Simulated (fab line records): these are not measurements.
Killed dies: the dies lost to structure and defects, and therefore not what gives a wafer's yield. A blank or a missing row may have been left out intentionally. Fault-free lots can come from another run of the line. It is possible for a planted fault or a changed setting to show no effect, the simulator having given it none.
One fault seen from 2 desks :: flow sky130 :: numbers are kept per desk, each desk with only its own; the story behind them comes last

== FROM THE METROLOGY DESK ==
What the gauges read, lot by lot, whatever tool the lot ran on: means of the sampled wafers that have a number. A lot is out of limits, marked OUT, if its mean lies more than 4 standard deviations from the usual mean; the brackets give that distance.
Columns: A = PASSIVATION_CVD_00_THK at SKY_PASSIVATION_THK_MEAS_01, usual 89.9 nm; B = PASSIVATION_CVD_02_THK at SKY_PASSIVATION_THK_MEAS_03, usual 539 nm
lot: L420
first seen here: day 45 15:37
A: 89.1
B: 541

lot: L426
first seen here: day 46 05:23
A: 90.0
B: 540

lot: L425
first seen here: day 46 05:59
A: 90.0
B: 546

lot: L431
first seen here: day 47 09:05
A: 89.7
B: 537

lot: L433
first seen here: day 48 05:14
A: 89.5
B: 538

lot: L440
first seen here: day 49 14:10
A: 89.5
B: 547
Result from this desk: across the 6 lots, nothing is out of limits.

== THE TOOL OWNER'S DESK: litho-track-01 ==
The tool's own readings at SKY_PASSIVATION_DEVELOP_10 (develop time 60 s): means of the sampled wafers that have a number, for each lot that ran on this tool. A lot is out of limits, marked OUT, if its mean lies more than 4 standard deviations from the usual mean; the brackets give that distance.
Columns: A = chill-plate-temp-C at SKY_PASSIVATION_DEVELOP_10, usual 23.02 C
lot: L420
first seen here: day 46 12:00
A: 23.06

lot: L426
first seen here: day 47 01:00
A: 22.98

lot: L425
first seen here: day 47 02:00
A: 22.99
Result from this desk: across the 3 lots, nothing is out of limits.

== TAKEN TOGETHER ==
From the metrology desk's view, nothing was out of limits.
The tool owner's desk saw nothing out of limits.

== WHAT THE SIMULATOR PUT IN ==
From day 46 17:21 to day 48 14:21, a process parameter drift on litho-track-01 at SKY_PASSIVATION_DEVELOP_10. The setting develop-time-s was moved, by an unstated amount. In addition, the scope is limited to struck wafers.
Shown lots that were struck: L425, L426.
